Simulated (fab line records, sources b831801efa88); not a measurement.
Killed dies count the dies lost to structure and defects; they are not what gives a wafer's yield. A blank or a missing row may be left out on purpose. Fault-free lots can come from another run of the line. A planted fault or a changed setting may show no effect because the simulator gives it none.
Which tool is to blame? ; flow sky130 ; 21 wafers from 7 lots sampled at 4 of the route's 708 steps

## WHAT EACH GAUGE READ, for each wafer
SKY_METAL1_OVL_MEAS_16.
lot;measured;on;METAL1_OVL (nm)
L805;day 35 02:44;overlay-02;1 1 1
L817;day 38 10:20;overlay-01;6 12 8
L818;day 38 15:26;overlay-01;2 2 4
L820;day 39 03:36;overlay-02;11 7 8
L822;day 39 19:15;overlay-01;4 1 9

## WHAT TOOL EACH LOT RAN ON (gives the tool, then ch and the chambers of the sampled wafers, and finally the start)
lot;SKY_LI_CONTACT_SPUTTER_20;SKY_CONTACT_CMP_27;SKY_METAL1_SPUTTER_03
L805;pvd_sputter-02, day 31 16:07;cmp-01 ch 0,2,3, day 34 00:01;pvd_sputter-01, day 34 00:24
L812;pvd_sputter-04, day 33 17:44;-;-
L814;pvd_sputter-01, day 34 04:55;-;-
L817;pvd_sputter-01, day 34 23:58;cmp-01 ch 1,2,3, day 37 07:59;pvd_sputter-01, day 37 08:18
L818;pvd_sputter-01, day 35 06:04;cmp-02 ch 0,1,3, day 37 13:08;pvd_sputter-03, day 37 13:21
L820;pvd_sputter-02, day 35 17:26;cmp-02 ch 1,2,3, day 38 01:58;pvd_sputter-03, day 38 02:20
L822;pvd_sputter-04, day 36 09:53;cmp-02 ch 0,1,2, day 38 17:17;pvd_sputter-01, day 38 17:36
- SKY_LI_CONTACT_SPUTTER_20: material TiN, target thk 20 nm, time 80 s.
- SKY_CONTACT_CMP_27: polishes, stops on SiO2, t overpolish 15 s, target thk 0 nm.
- SKY_METAL1_SPUTTER_03: material Ti, target thk 5 nm, time 3.3 s.

## THE ANSWER, worked out from the rows above alone
Rule: the lots themselves supply what counts as usual. The widest of any qualifying gaps counts: lots, ordered by their means at a reading, are off when they make up no more than a third of the lots, leave a main group of 4 or more, and stand apart from it by 3 or more times the standard deviation of that group's means. If all means in a main group match to the digits the tables above print for the reading, that group is not used. A lot without any number at a reading at which 4 lots or more have one is off too. The other lots that the step has rows for count as sound.
No lot is off at any reading shown: from this, nothing can be told.

## WHAT THE SIMULATOR PUT IN
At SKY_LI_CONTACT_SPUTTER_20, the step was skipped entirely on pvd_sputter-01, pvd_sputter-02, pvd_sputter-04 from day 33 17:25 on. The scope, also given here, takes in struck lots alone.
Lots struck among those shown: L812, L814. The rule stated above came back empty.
